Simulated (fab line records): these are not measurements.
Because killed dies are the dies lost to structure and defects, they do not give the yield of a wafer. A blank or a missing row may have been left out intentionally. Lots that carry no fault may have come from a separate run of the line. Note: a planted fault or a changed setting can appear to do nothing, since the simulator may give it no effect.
fab line records -- flow sky130
record lots=7, wafers=21, last_day=51
route steps=708 shown RES_XHIGH@336 SD_N@342
lots that met no fault: taken from a fault-free run of the same line
start_h: the number of hours between the record's first day and the start of the first shown wafer of the lot -- wait_h: hours from the lot's prior step to this one -- " identical to the entry in the row above -- L1.1+2: one row covering several wafers at once -- - either no value or no given start -- * or withheld: withheld -- < > ~ a bound
route shown NAME@n: NAME is a module with steps in the file, n the number in the route of the first one -- usual: average and standard deviation across the fault-free wafers -- same: alike in all rows -- chamber/n: place in a boat -- sites: each site's reading -- _std_site: their standard deviation -- _edge_site: mean of outer sites minus mean of inner sites -- radius_mm: for every site, how far away it sits from the centre of the wafer -- mask NAME#n: copy n -- behind: tool/chamber where the wafer was last shaped -- hold: what put the lot on hold/how long, in hours/how the hold closed -- device: names the non-switching transistor (n, p or np) -- end of line: the tests these same wafers got at the end of their route -- a step with no rows: only its recipe -- killed: not the wafer's yield, but the dies lost to structure and defects at the first sort -- map: per-die view of a wafer (x killed, . not killed, _ where there is no die)
set.NAME: setting as actually run; set.NAME@STEP: the setting as run at that earlier step -- model.NAME: the simulator's own value behind a step, which no gauge read
lots at some steps of the route; a table a step, a row a wafer
services: a tool's chamber out of use, with start hour (start_h, from the record's first day; less than 0 if before it), hours out, and reason
## steps
# step SKY_RES_XHIGH_EXPOSE_04
# recipe mask_id=URPM, na=0.6, source_shape=conventional, sigma_outer=0.6, polarization=unpolarized, target_cd_nm=1270, dose_mj=140
# step SKY_RES_XHIGH_PEB_05
# recipe temp_c=withheld, time_s=*, resist=NOVOLAK
# step SKY_RES_XHIGH_DEVELOP_06
# recipe resist=NOVOLAK, developer=TMAH, develop_time_s=60, dev_temp_c=23
# step SKY_RES_XHIGH_IMPLANT_07
# recipe species=BF2, energy_kev=20, dose_cm2=3.6e+14, tilt_deg=0
# step SKY_RES_XHIGH_STRIP_08
# recipe chemistry=O2/N2, power_w=1400, pressure_mtorr=1500, platen_temp_c=withheld, o2_flow_sccm=3000, n2_flow_sccm=300, overash_fraction=0.5
# usual chamber_pressure_mTorr=1500.0/1.3, drypump_motor_current_A=5.5/0.3, n2_flow_sccm=299.9/0.82, oes_product_au=0.711/0.005, strip_time_to_endpoint_s=14.29/0.039
lot.wafer,tool,chamber,start_h,wait_h,chamber_pressure_mTorr,drypump_motor_current_A,n2_flow_sccm,oes_product_au,rf_hours_counter_h,strip_time_to_endpoint_s
L824.3,plasma_asher-03,1,677.52,0.1,1501.1,5.3,299.0,0.715,-,14.29
L824.4,plasma_asher-03,0,677.52,0.1,1500.6,5.3,301.0,0.715,-,14.33
L824.5,plasma_asher-03,0,677.52,0.1,1500.3,5.3,301.0,0.711,-,14.31
L830.2,plasma_asher-01,0,714.69,0.1,1500.3,5.1,299.5,0.713,59,14.26
L830.3,plasma_asher-01,0,714.69,0.1,1500.6,5.1,299.9,0.709,-,14.28
L830.5,plasma_asher-01,0,714.69,0.1,1501.3,5.1,300.4,0.713,-,14.26
L833.1,plasma_asher-01,1,742.22,0.1,1501.1,5.3,299.8,0.713,60,14.27
L833.3,plasma_asher-01,1,742.22,0.1,1500.9,5.3,299.9,0.714,-,14.26
L833.4,plasma_asher-01,0,742.22,0.1,1498.6,5.1,300.6,0.708,-,14.26
L836.1,plasma_asher-03,1,758.17,0.1,1499.2,5.2,299.6,0.720,94,14.34
L836.4,plasma_asher-03,0,758.17,0.1,1499.6,5.3,299.5,0.717,-,14.32
L836.6,plasma_asher-03,0,758.17,0.1,1501.2,5.3,300.6,0.708,-,14.33
L840.1,plasma_asher-04,1,782.19,0.1,1500.9,5.8,300.5,0.711,36,14.25
L840.4,plasma_asher-04,1,782.19,0.1,1500.6,5.9,300.8,0.709,-,14.26
L840.5,plasma_asher-04,1,782.19,0.1,1497.0,5.9,300.3,0.711,-,14.28
L841.1,plasma_asher-04,0,787.44,0.1,1500.2,5.9,299.8,0.712,37,14.33
L841.2,plasma_asher-04,1,787.44,0.1,1500.5,5.8,300.8,0.707,37,14.34
L841.6,plasma_asher-04,1,787.44,0.1,1497.3,5.8,300.2,0.707,-,14.33
L843.1,plasma_asher-04,1,805.89,0.1,1497.9,5.9,300.1,0.709,38,14.28
L843.2,plasma_asher-04,0,805.89,0.1,1498.1,5.9,300.4,0.708,38,14.29
L843.3,plasma_asher-04,1,805.89,0.1,1499.6,5.8,299.4,0.702,-,14.31
# step SKY_RES_XHIGH_TW_MEAS_09
# usual RES_XHIGH_TW=1627/15
lot.wafer,tool,chamber,start_h,wait_h,RES_XHIGH_TW
L824.3,film_metro-04,-,677.61,0.1,1652
L824.4,film_metro-04,-,677.61,0.1,1635
L824.5,film_metro-04,-,677.61,0.1,1634
L830.2,film_metro-04,-,714.80,0.1,1635
L830.3,film_metro-04,-,714.80,0.1,1633
L830.5,film_metro-04,-,714.80,0.1,1630
L833.1,film_metro-04,-,742.32,0.1,1634
L833.3,film_metro-04,-,742.32,0.1,1637
L833.4,film_metro-04,-,742.32,0.1,1633
L836.1,film_metro-02,-,758.27,0.1,1610
L836.4,film_metro-02,-,758.27,0.1,1607
L836.6,film_metro-02,-,758.27,0.1,1602
L840.1,film_metro-03,-,782.29,0.1,1629
L840.4,film_metro-03,-,782.29,0.1,1621
L840.5,film_metro-03,-,782.29,0.1,1622
L841.1,film_metro-03,-,787.54,0.1,1625
L841.2,film_metro-03,-,787.54,0.1,1626
L841.6,film_metro-03,-,787.54,0.1,1617
L843.1,film_metro-04,-,805.99,0.1,1645
L843.2,film_metro-04,-,805.99,0.1,1644
L843.3,film_metro-04,-,805.99,0.1,1649
# step SKY_SD_N_DEHYDRATE_00
# recipe temp_c=200, time_s=60
# step SKY_SD_N_HMDS_01
# recipe prime_time_s=60, prime_temp_c=120
# step SKY_SD_N_COAT_02
# recipe resist=NOVOLAK, spin_rpm=3000, resist_thk_nm=1140
# step SKY_SD_N_SOFTBAKE_03
# recipe temp_c=90, time_s=60, resist=NOVOLAK
# step SKY_SD_N_EXPOSE_04
# recipe mask_id=NSDM, na=0.6, source_shape=conventional, sigma_outer=0.6, polarization=unpolarized, target_cd_nm=380, dose_mj=141
# step SKY_SD_N_PEB_05
# recipe temp_c=withheld, time_s=*, resist=NOVOLAK
# step SKY_SD_N_DEVELOP_06
# recipe resist=NOVOLAK, developer=TMAH, develop_time_s=60, dev_temp_c=23
# usual chill_plate_temp_C=23.01/0.096, developer_temp_C=23.01/0.11
# same develop_time_s=60
lot.wafer,tool,chamber,start_h,wait_h,chill_plate_temp_C,developer_temp_C
L824.3,litho_track-03,0,705.84,0.1,22.94,23.13
L824.4,litho_track-03,0,705.84,0.1,23.00,23.10
L824.5,litho_track-03,0,705.84,0.1,22.90,23.01
L830.2,litho_track-01,0,742.96,0.1,22.94,22.97
L830.3,litho_track-01,0,742.96,0.1,23.16,22.97
L830.5,litho_track-01,0,742.96,0.1,23.06,23.06
L833.1,litho_track-03,0,770.44,0.1,23.05,22.10
L833.3,litho_track-03,0,770.44,0.1,22.97,22.07
L833.4,litho_track-03,0,770.44,0.1,23.07,22.01
L836.1,litho_track-03,0,784.79,0.1,22.84,22.04
L836.4,litho_track-03,0,784.79,0.1,23.05,22.05
L836.6,litho_track-03,0,784.79,0.1,23.00,22.03
L840.1,litho_track-03,0,809.39,0.1,22.98,22.35
L840.4,litho_track-03,0,809.39,0.1,23.01,22.12
L840.5,litho_track-03,0,809.39,0.1,22.99,22.26
L841.1,litho_track-01,0,813.54,0.1,23.01,23.14
L841.2,litho_track-01,0,813.54,0.1,23.06,23.01
L841.6,litho_track-01,0,813.54,0.1,23.03,23.05
L843.1,litho_track-04,0,832.24,0.1,23.01,23.01
L843.2,litho_track-04,0,832.24,0.1,23.00,23.04
L843.3,litho_track-04,0,832.24,0.1,23.07,22.99
# step SKY_SD_N_CD_MEAS_07
# recipe target_cd_nm=380
# usual cd_nm=380.6/2
lot.wafer,tool,chamber,start_h,wait_h,cd_nm
L824.3,cd_sem-02,-,705.98,0.1,379.8
L824.4,cd_sem-02,-,705.98,0.1,380.6
L824.5,cd_sem-02,-,705.98,0.1,379.6
L830.2,cd_sem-01,-,743.13,0.1,381.6
L830.3,cd_sem-01,-,743.13,0.1,381.6
L830.5,cd_sem-01,-,743.13,0.1,384.3
L833.1,cd_sem-02,-,770.59,0.1,381.5
L833.3,cd_sem-02,-,770.59,0.1,383.5
L833.4,cd_sem-02,-,770.59,0.1,382.8
L836.1,cd_sem-01,-,784.94,0.1,385.9
L836.4,cd_sem-01,-,784.94,0.1,388.4
L836.6,cd_sem-01,-,784.94,0.1,384.1
L840.1,cd_sem-02,-,809.54,0.1,383.8
L840.4,cd_sem-02,-,809.54,0.1,384.2
L840.5,cd_sem-02,-,809.54,0.1,385.8
L841.1,cd_sem-01,-,813.69,0.1,378.0
L841.2,cd_sem-01,-,813.69,0.1,378.9
L841.6,cd_sem-01,-,813.69,0.1,379.1
L843.1,cd_sem-02,-,832.39,0.1,380.5
L843.2,cd_sem-02,-,832.39,0.1,383.0
L843.3,cd_sem-02,-,832.39,0.1,381.2
## services
tool,chamber,start_h,hours,kind
plasma_asher-04,-,657.61,13.8,repair
plasma_asher-01,-,670.74,1.9,repair
plasma_asher-01,-,674.67,3.6,repair
plasma_asher-03,-,678.87,4.3,pm
litho_track-01,-,686.46,-,consumable_replace:filter
plasma_asher-01,-,715.12,14.0,repair
litho_track-04,-,723.84,-,consumable_replace:filter
litho_track-03,-,821.15,-,consumable_replace:filter
plasma_asher-04,-,824.86,14.6,pm
## key
first_sign step=SKY_SD_N_DEVELOP_06, reading=developer_temp_C, direction=down, sigmas=8.4, usual=*, struck=*
effect step=SKY_SD_N_CD_MEAS_07, reading=cd_nm, direction=up, sigmas=1.9, usual=380.6, struck=384.5, through=control_loop
met_at SKY_SD_N_DEVELOP_06
struck_wafers L833.1,L833.3,L833.4,L836.1,L836.4,L836.6,L840.1,L840.4,L840.5
tester_left_out L833,L836,L840
loop_trim step=SKY_SD_N_EXPOSE_04, setting=dose, lots=L840
onset_between 705.84 770.44
fault kind=process_parameter_drift, tool=litho_track-03, chamber=-, onset_h=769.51, steps=SKY_SD_N_DEVELOP_06, channel=dev_temp_c, offset=*, shape=step, end_h=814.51, acts_in=*, stated=*
# tester_left_out: of these lots the tester's yield and bins aren't shown, on N5 and GAA mostly nor the transistor test; their killed dies are dies lost to structure and defects alone, not to doping, threshold or leakage, so they don't give the yield
# loop_trim: a control loop set the setting to another value than it would have without faults
